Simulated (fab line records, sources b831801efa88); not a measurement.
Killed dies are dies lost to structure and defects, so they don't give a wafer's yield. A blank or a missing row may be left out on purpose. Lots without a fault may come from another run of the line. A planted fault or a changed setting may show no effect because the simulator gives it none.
Split-lot experiment | flow sky130 | 5 lots, 23 wafers read, on a route of 708 steps

THE SPLIT
At SKY_VIA4_CMP_02 (polishes SiO2), the setting leave_above_ref_nm was moved away from the recipe's 580 nm on 7 of the 23 wafers read, by -3.4% to +5.1%. The other wafers ran this setting at the recipe's value.

FROM THE SPLIT TO THE READING: what the file shows between them, 4 steps
- SKY_VIA4_COAT_06: resist thk 1140 nm (also split here: spin_rpm)
- SKY_VIA4_SOFTBAKE_07: time 60 s
- SKY_VIA4_EXPOSE_08: exposes mask VIM4, target cd 800 nm
- SKY_VIA4_DEVELOP_10: develop time 60 s

THE READING
oes_product_au, in a.u., at SKY_VIA4_ETCH_12 (etches SiO2 in C4F8/O2/Ar, stops on TiN, target depth 580 nm). Fault-free wafers of this fab line usually give 0.925 a.u., standard deviation 0.004 a.u..

wafer  | tool, chamber at the split | leave_above_ref_nm as run, nm | against the recipe | oes_product_au, a.u. | against lot-mates on the recipe
L074.1 | cmp-01, 2                  | 580                           | recipe             | 0.924                | -
L074.2 | cmp-01, 1                  | 580                           | recipe             | 0.927                | -
L074.3 | cmp-01, 3                  | 580                           | recipe             | 0.931                | -
L074.4 | cmp-01, 0                  | 580                           | recipe             | 0.927                | -
L074.5 | cmp-01, 0                  | 580                           | recipe             | 0.936                | -
L075.1 | cmp-01, 3                  | 609.4                         | +5.1%              | 0.957                | +0.030
L075.2 | cmp-01, 0                  | 580                           | recipe             | 0.929                | -
L075.3 | cmp-01, 2                  | 580                           | recipe             | 0.929                | -
L075.4 | cmp-01, 1                  | 609.4                         | +5.1%              | 0.954                | +0.027
L075.5 | cmp-01, 2                  | 580                           | recipe             | 0.923                | -
L077.1 | cmp-01, 1                  | 580                           | recipe             | 0.921                | -
L077.2 | cmp-01, 3                  | 580                           | recipe             | 0.923                | -
L077.3 | cmp-01, 2                  | 595.2                         | +2.6%              | 0.936                | +0.014
L077.5 | cmp-01, 0                  | 595.2                         | +2.6%              | 0.943                | +0.021
L077.6 | cmp-01, 1                  | 595.2                         | +2.6%              | 0.934                | +0.012
L078.3 | cmp-01, 2                  | 580                           | recipe             | 0.923                | -
L078.4 | cmp-01, 1                  | 580                           | recipe             | 0.925                | -
L078.5 | cmp-01, 0                  | 580                           | recipe             | 0.930                | -
L080.1 | cmp-01, 2                  | 580                           | recipe             | 0.928                | -
L080.2 | cmp-01, 1                  | 580                           | recipe             | 0.922                | -
L080.3 | cmp-01, 0                  | 560.3                         | -3.4%              | 0.907                | -0.018
L080.4 | cmp-01, 3                  | 560.3                         | -3.4%              | 0.908                | -0.017
L080.5 | cmp-01, 1                  | 580                           | recipe             | 0.926                | -

THE FIT
A straight line over all 23 wafers: oes_product_au changes by +0.00541 a.u. for each +1% of leave_above_ref_nm; r = +0.94; the points scatter about the line by 0.0039 a.u..
The same after taking each lot's own level away (the mean of its wafers on the recipe; 23 wafers): +0.00558 a.u. for each +1%; r = +0.96; scatter 0.0032 a.u..
On that fit, the largest move of leave_above_ref_nm shifts the reading by 0.028 a.u..
The lots' own levels span 0.9220 to 0.9290 a.u., that is 1.8 times the standard deviation above.
So the lot-to-lot level changes the slope little: the two slopes agree.
Check: with one of the wafers moved furthest among these (+5.1%) left out of the fit, the line predicts +0.028 a.u. for it against its lot-mates. It came out at +0.03 a.u. against them.

OTHER SPLITS ON THESE WAFERS
These wafers also went through other splits before the reading. Each is held against what the fit with the lots' levels taken away leaves over:
other split on the same wafers | wafers away from the commonest value | r with oes_product_au (lot level and that fit taken away)
SKY_VIA4_COAT_06 spin_rpm      | 10                                   | -0.07

THE WHOLE CHAIN: every reading that the file lists as answering this split, in the file's order
step             | what it does                                                 | reading                                                                        | change (the file's fit)                   | r (the file's)
SKY_VIA4_CMP_02  | polishes SiO2                                                | SiO2_of_VIA4_HDPCVD_00.thk_nm (the simulator's own value, which no gauge read) | +5.58 nm for each +1% of the setting      | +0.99
SKY_VIA4_ETCH_12 | etches SiO2 in C4F8/O2/Ar, stops on TiN, target depth 580 nm | oes_product_au                                                                 | +0.00556 a.u. for each +1% of the setting | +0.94
SKY_VIA4_ETCH_12 | etches SiO2 in C4F8/O2/Ar, stops on TiN, target depth 580 nm | VIA4.feature_depth_nm (the simulator's own value, which no gauge read)         | +5.58 nm for each +1% of the setting      | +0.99

THE FILE'S OWN FIT
oes_product_au changes by +0.00556 a.u. for each +1% of leave_above_ref_nm, r = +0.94.
